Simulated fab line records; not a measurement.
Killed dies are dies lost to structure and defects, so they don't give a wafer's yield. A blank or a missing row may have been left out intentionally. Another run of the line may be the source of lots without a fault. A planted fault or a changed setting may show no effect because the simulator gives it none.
fab line records	flow sky130
record lots=11	wafers=31	last_day=50
route steps=708 shown LI_CONTACT@377 CONTACT@408
lots that met no fault: from a run of the same line without faults
start_h: hours from the record's opening day to when the first of the lot's shown wafers began	wait_h: hours since the lot's step before	" identical to the entry in the row above	L1.1+2: a single row standing in for several wafers	- no value, or no start given	* or withheld: withheld	< > ~ a bound
route shown NAME@n: a module of which the file shows steps, and the number in the route of the first	usual: mean/standard deviation taken from wafers without a fault	same: alike in all rows	chamber/n: place in a boat	sites: the reading at each site	_std_site: their standard deviation	_edge_site: inner sites' mean taken away from outer sites' mean	radius_mm: how far each site lies from the wafer's centre	mask NAME#n: copy n	behind: the tool/chamber that last shaped the wafer	hold: why the lot was held/for how many hours/how that ended	device: transistor that didn't switch, given as n, p or np	end of line: the route-end tests of the same wafers	for a step that has no rows: nothing shown but its recipe	killed: at the first sort, the dies lost to defects and structure; wafer yield is something else	map: a wafer's dies, x killed, . not, _ none there
set.NAME: the setting that was run; set.NAME@STEP: the one run at that earlier step	model.NAME: the simulator's own value behind a step, which no gauge read
one table for each step of the route and one row for each wafer, over a sample of lots
services: when a tool's chamber went out of use (start_h, in hours from the record's first day, below 0 if earlier), for how many hours, and the reason
## steps
# step SKY_LI_CONTACT_ETCH_15
# recipe target=PSG	chemistry=C4F8/O2/Ar	stop_on=Si	taper_deg=4.15	mask_material=KrF-thick	source_w=1500	bias_w=1200	pressure_mtorr=40	c4f8_flow_sccm=withheld	O2_flow_sccm=6	Ar_flow_sccm=300	time_s=withheld	target_depth_a=6000
# usual oes_product_au=0.837/0.0045
lot.wafer	tool	chamber	start_h	wait_h	oes_product_au
L567.1	rie_diel-02	0	641.01	0.0	0.828
L567.4	"	1	"	"	0.837
L567.6	"	1	"	"	0.833
L569.2	rie_diel-03	1	697.85	0.0	0.840
L569.3	"	0	"	"	0.837
L569.6	"	3	"	"	0.840
L570.1	rie_diel-04	2	721.85	0.0	0.832
L570.4	"	3	"	"	0.833
L570.5	"	3	"	"	0.839
L574.2	rie_diel-02	1	751.06	0.0	0.837
L574.5	"	0	"	"	0.840
L574.6	"	3	"	"	0.837
L576.5	rie_diel-02	2	768.75	0.0	0.835
L576.6	"	1	"	"	0.839
L578.4	rie_diel-02	2	780.01	0.0	0.835
L578.6	"	0	"	"	0.829
L586.1	rie_diel-03	3	830.88	0.0	0.835
L586.3	"	2	"	"	0.838
L586.6	"	3	"	"	0.839
L587.1	rie_diel-04	1	845.36	0.0	0.838
L587.4	"	3	"	"	0.829
L587.6	"	0	"	"	0.834
L588.2	rie_diel-03	0	864.11	0.0	0.834
L588.3	"	1	"	"	0.841
L588.6	"	3	"	"	0.831
L589.1	rie_diel-03	0	866.65	0.0	0.840
L589.5	"	1	"	"	0.839
L589.6	"	0	"	"	0.838
L590.1	rie_diel-02	1	871.30	0.0	0.836
L590.4	"	2	"	"	0.835
L590.6	"	2	"	"	0.834
# step SKY_CONTACT_HDPCVD_02
# recipe material=SiO2	target_thk_nm=565	sigma_open_frac=0.3	time_s=94.2	temp_c=600	sih4_flow_sccm=60	pressure_mtorr=6
# usual run_length_s=122.3/0.54
lot.wafer	tool	chamber	start_h	wait_h	run_length_s
L567.1	hdpcvd-02	2	672.71	0.1	122.4
L567.4	"	2	"	"	122.7
L567.6	"	1	"	"	123.0
L569.2	hdpcvd-02	0	728.48	0.0	121.4
L569.3	"	1	"	"	122.8
L569.6	"	2	"	"	122.8
L570.1	hdpcvd-01	1	751.20	0.1	122.7
L570.4	"	2	"	"	122.0
L570.5	"	0	"	"	121.7
L574.2	hdpcvd-02	2	778.89	0.0	122.3
L574.5	"	0	"	"	121.4
L574.6	"	1	"	"	123.0
L576.5	hdpcvd-01	1	795.04	0.0	123.1
L576.6	"	2	"	"	111.6
L578.4	hdpcvd-01	0	805.50	0.1	111.3
L578.6	"	2	"	"	111.2
L586.1	hdpcvd-02	1	858.05	0.1	123.2
L586.3	"	0	"	"	121.7
L586.6	"	2	"	"	122.5
L587.1	hdpcvd-02	0	872.53	0.1	121.3
L587.4	"	1	"	"	123.1
L587.6	"	0	"	"	121.6
L588.2	hdpcvd-01	2	892.31	0.0	122.5
L588.3	"	1	"	"	122.8
L588.6	"	2	"	"	122.1
L589.1	hdpcvd-02	1	894.87	0.1	122.5
L589.5	"	1	"	"	122.9
L589.6	"	2	"	"	122.6
L590.1	hdpcvd-01	2	898.62	0.1	122.7
L590.4	"	0	"	"	121.4
L590.6	"	1	"	"	122.3
# step SKY_CONTACT_THK_MEAS_03
# recipe reads=SiO2_of_CONTACT_HDPCVD_02
# usual CONTACT_HDPCVD_THK=564/4.6
lot.wafer	tool	chamber	start_h	wait_h	hold	CONTACT_HDPCVD_THK[nm]
L567.1	film_metro-03	-	672.77	0.0	-	569
L567.4	"	-	"	"	-	563
L567.6	"	-	"	"	-	562
L569.2	film_metro-01	-	728.56	0.0	-	558
L569.3	"	-	"	"	-	556
L569.6	"	-	"	"	-	554
L570.1	film_metro-03	-	751.27	0.0	-	558
L570.4	"	-	"	"	-	562
L570.5	"	-	"	"	-	555
L574.2	film_metro-03	-	778.97	0.0	-	567
L574.5	"	-	"	"	-	562
L574.6	"	-	"	"	-	552
L576.5	film_metro-01	-	795.12	0.0	await_dispo/0.2h/release	556
L576.6	"	-	"	"	await_dispo/0.2h/release	497
L576.5	film_metro-01	-	795.34	0.2	-	557
L576.6	"	-	"	"	-	497
L578.4	film_metro-01	-	805.59	0.1	await_dispo/0.2h/release	498
L578.6	"	-	"	"	await_dispo/0.2h/release	504
L578.4	film_metro-01	-	805.81	0.2	-	498
L578.6	"	-	"	"	-	504
L586.1	film_metro-04	-	858.12	0.0	-	557
L586.3	"	-	"	"	-	568
L586.6	"	-	"	"	-	564
L587.1	film_metro-03	-	872.63	0.1	-	568
L587.4	"	-	"	"	-	564
L587.6	"	-	"	"	-	567
L588.2	film_metro-03	-	892.39	0.0	-	559
L588.3	"	-	"	"	-	562
L588.6	"	-	"	"	-	558
L589.1	film_metro-01	-	894.94	0.0	-	566
L589.5	"	-	"	"	-	557
L589.6	"	-	"	"	-	563
L590.1	film_metro-03	-	898.69	0.0	-	564
L590.4	"	-	"	"	-	562
L590.6	"	-	"	"	-	559
# step SKY_CONTACT_CMP_04
# recipe material=SiO2	down_force_psi=4	platen_rpm=60	pad_velocity_m_s=0.94248
# usual edge_zone_pressure_frac=1.000/0.0046	motor_current_A=12.0/1.1	time_to_endpoint_s=83/3.1
lot.wafer	tool	chamber	start_h	wait_h	hold	edge_zone_pressure_frac	motor_current_A	time_to_endpoint_s
L567.1	cmp-01	2	672.88	0.1	-	0.997	12.2	87
L567.4	"	0	"	"	-	0.998	10.1	85
L567.6	"	2	"	"	-	1.002	13.0	86
L569.2	cmp-02	2	728.66	0.1	-	0.997	14.1	78
L569.3	"	0	"	"	-	1.002	11.6	75
L569.6	"	2	"	"	-	1.000	13.5	76
L570.1	cmp-01	0	751.33	0.1	-	1.003	9.8	80
L570.4	"	1	"	"	-	1.001	12.4	86
L570.5	"	1	"	"	-	1.001	12.4	83
L574.2	cmp-01	1	779.07	0.1	-	1.000	12.5	83
L574.5	"	0	"	"	-	0.992	10.0	79
L574.6	"	1	"	"	-	1.002	12.1	79
L576.6	cmp-02	3	799.24	3.9	await_dispo/3.5h/release	1.004	13.3	57
L576.5	"	0	"	"	await_dispo/3.5h/release	0.994	12.5	78
L578.4	cmp-02	2	807.73	1.9	await_dispo/1.2h/release	0.995	13.7	56
L578.6	"	0	"	"	await_dispo/1.2h/release	0.999	12.5	56
L586.1	cmp-01	1	858.18	0.1	-	1.002	12.2	86
L586.3	"	3	"	"	-	0.996	12.5	85
L586.6	"	2	"	"	-	1.003	12.0	84
L587.1	cmp-01	1	872.69	0.1	-	1.006	12.2	83
L587.4	"	3	"	"	-	0.991	13.0	85
L587.6	"	2	"	"	-	0.999	12.8	86
L588.3	cmp-01	1	892.49	0.1	-	1.003	12.2	83
L588.2	"	3	"	"	-	0.999	12.6	82
L588.6	"	0	"	"	-	1.002	10.3	82
L589.1	cmp-01	1	895.00	0.1	-	0.997	12.1	87
L589.6	"	1	"	"	-	1.001	11.5	86
L589.5	"	2	"	"	-	1.007	11.7	84
L590.4	cmp-02	2	898.75	0.0	-	1.003	13.8	80
L590.1	"	1	"	"	-	0.998	10.5	83
L590.6	"	2	"	"	-	0.999	13.7	80
# step SKY_CONTACT_OVL_MEAS_15
# usual CONTACT_OVL=-3/5.5
lot.wafer	tool	chamber	start_h	wait_h	CONTACT_OVL[nm]
L567.1	overlay-01	-	702.12	0.1	1
L567.4	"	-	"	"	8
L567.6	"	-	"	"	0
L569.2	overlay-02	-	755.60	0.1	-3
L569.3	"	-	"	"	2
L569.6	"	-	"	"	-5
L570.1	overlay-01	-	776.97	0.1	-3
L570.4	"	-	"	"	5
L570.5	"	-	"	"	-1
L574.2	overlay-01	-	802.66	0.1	-9
L574.5	"	-	"	"	2
L574.6	"	-	"	"	-1
L576.5	overlay-02	-	821.21	0.0	-1
L576.6	"	-	"	"	-4
L578.4	overlay-01	-	833.16	0.1	-5
L578.6	"	-	"	"	-7
L586.1	overlay-01	-	884.19	0.1	-6
L586.3	"	-	"	"	-6
L586.6	"	-	"	"	-1
L587.1	overlay-01	-	897.94	0.1	5
L587.4	"	-	"	"	3
L587.6	"	-	"	"	7
L588.2	overlay-02	-	918.50	0.1	-3
L588.3	"	-	"	"	-10
L588.6	"	-	"	"	-6
L589.1	overlay-01	-	922.10	0.1	0
L589.5	"	-	"	"	2
L589.6	"	-	"	"	1
L590.1	overlay-02	-	925.64	0.1	0
L590.4	"	-	"	"	-7
L590.6	"	-	"	"	1
# step SKY_CONTACT_ETCH_16
# recipe chemistry=N2/H2	target=BARC	ion_energy_ev=200	source_w=500	bias_w=100	pressure_mtorr=30	n2_flow_sccm=100	h2_flow_sccm=200	stop_on=SiO2	time_s=45.9	target_depth_a=600
# usual drypump_motor_current_A=5.8/0.46	h2_flow_sccm=200.0/0.53	oes_product_au=0.855/0.0044	throttle_valve_pct=13.224/0.0093
lot.wafer	tool	chamber	start_h	wait_h	drypump_motor_current_A	h2_flow_sccm	oes_product_au	rf_hours_counter_h	throttle_valve_pct
L567.1	rie_diel-01	2	702.16	0.0	6.2	200.6	0.865	4	13.224
L567.4	"	0	"	"	5.4	199.5	0.848	40	13.216
L567.6	"	2	"	"	6.2	201.2	0.859	-	13.234
L569.2	rie_diel-02	1	755.63	0.0	6.2	200.1	0.864	11	13.244
L569.3	"	3	"	"	5.9	199.9	0.863	7	13.230
L569.6	"	1	"	"	6.2	200.6	0.862	-	13.210
L570.1	rie_diel-02	3	777.01	0.0	5.9	200.0	0.853	8	13.222
L570.4	"	2	"	"	5.6	201.4	0.859	23	13.214
L570.5	"	2	"	"	5.6	200.5	0.858	-	13.208
L574.2	rie_diel-02	0	802.69	0.0	5.1	200.5	0.852	8	13.229
L574.5	"	2	"	"	5.6	200.1	0.852	-	13.213
L574.6	"	3	"	"	5.9	199.9	0.855	-	13.226
L576.5	rie_diel-01	3	821.25	0.0	6.4	199.4	0.848	-	13.231
L576.6	"	2	"	"	6.2	200.7	0.856	-	13.216
L578.4	rie_diel-04	1	833.18	0.0	5.5	199.1	0.854	12	13.218
L578.6	"	0	"	"	6.0	199.6	0.852	-	13.213
L586.1	rie_diel-02	3	884.23	0.0	5.9	199.9	0.848	11	13.229
L586.3	"	1	"	"	6.2	200.0	0.852	15	13.234
L586.6	"	3	"	"	5.9	199.5	0.851	-	13.236
L587.1	rie_diel-02	3	897.98	0.0	5.9	200.2	0.857	12	13.198
L587.4	"	1	"	"	6.2	199.7	0.849	16	13.216
L587.6	"	0	"	"	5.1	200.5	0.843	-	13.218
L588.2	rie_diel-04	2	918.53	0.0	5.8	199.4	0.849	19	13.230
L588.3	"	1	"	"	5.5	200.9	0.851	14	13.240
L588.6	"	1	"	"	5.5	200.6	0.847	-	13.231
L589.1	rie_diel-02	3	922.13	0.0	5.9	200.0	0.851	13	13.218
L589.5	"	0	"	"	5.1	200.6	0.852	-	13.222
L589.6	"	3	"	"	5.9	199.9	0.852	-	13.222
L590.1	rie_diel-02	3	925.68	0.0	6.0	199.8	0.861	14	13.207
L590.4	"	0	"	"	5.1	199.7	0.865	12	13.245
L590.6	"	2	"	"	5.6	200.8	0.857	-	13.233
## services
tool	chamber	start_h	hours	kind
rie_diel-03	-	626.08	0.7	repair
cmp-01	-	638.05	5.7	pm
rie_diel-02	3	642.74	16.6	repair
hdpcvd-01	-	650.75	15.0	pm
rie_diel-03	0	663.51	13.1	repair
rie_diel-03	1	678.65	11.4	repair
rie_diel-03	0	685.32	7.8	repair
rie_diel-03	3	685.91	3.2	repair
rie_diel-02	-	692.77	28.1	pm
hdpcvd-02	-	698.46	0.5	repair
rie_diel-03	1	715.46	10.3	repair
rie_diel-03	3	725.00	1.5	repair
rie_diel-03	1	733.02	5.2	repair
cmp-01	-	744.16	4.0	pm
hdpcvd-01	-	745.38	0.3	repair
rie_diel-02	-	768.15	0.4	repair
rie_diel-03	-	780.82	4.3	pm
hdpcvd-02	-	794.16	2.8	pm
cmp-01	-	807.91	5.2	repair
hdpcvd-01	-	857.18	22.1	repair
hdpcvd-02	2	866.81	11.0	repair
hdpcvd-01	-	908.04	1.2	repair
hdpcvd-02	0	910.12	14.1	repair
hdpcvd-01	-	921.59	0.4	repair
## key
first_sign step=SKY_CONTACT_HDPCVD_02	reading=run_length_s	direction=down	sigmas=20	usual=*	struck=*
effect step=SKY_CONTACT_THK_MEAS_03	reading=visit	direction=added
effect step=SKY_CONTACT_THK_MEAS_03	reading=CONTACT_HDPCVD_THK	direction=down	sigmas=14	usual=564	struck=500
effect step=SKY_CONTACT_CMP_04	reading=time_to_endpoint_s	direction=down	sigmas=8.7	usual=*	struck=*
met_at SKY_CONTACT_HDPCVD_02
struck_lots L576,L578
struck_wafers L576.6,L578.4,L578.6
tester_left_out L576,L578
not_acting_at SKY_LI_CONTACT_ETCH_15,SKY_CONTACT_OVL_MEAS_15,SKY_CONTACT_ETCH_16
onset_between 751.20 795.04
fault kind=process_parameter_drift	tool=hdpcvd-01	chamber=-	onset_h=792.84	steps=SKY_CONTACT_HDPCVD_02	channel=time_s	offset=*	shape=step	end_h=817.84	scope=struck_wafers_only	acts_in=*	stated=*
# tester_left_out: of these lots the tester's yield and bins aren't shown, on N5 and GAA mostly nor the transistor test; their killed dies are dies lost to structure and defects alone, not to doping, threshold or leakage, so they don't give the yield
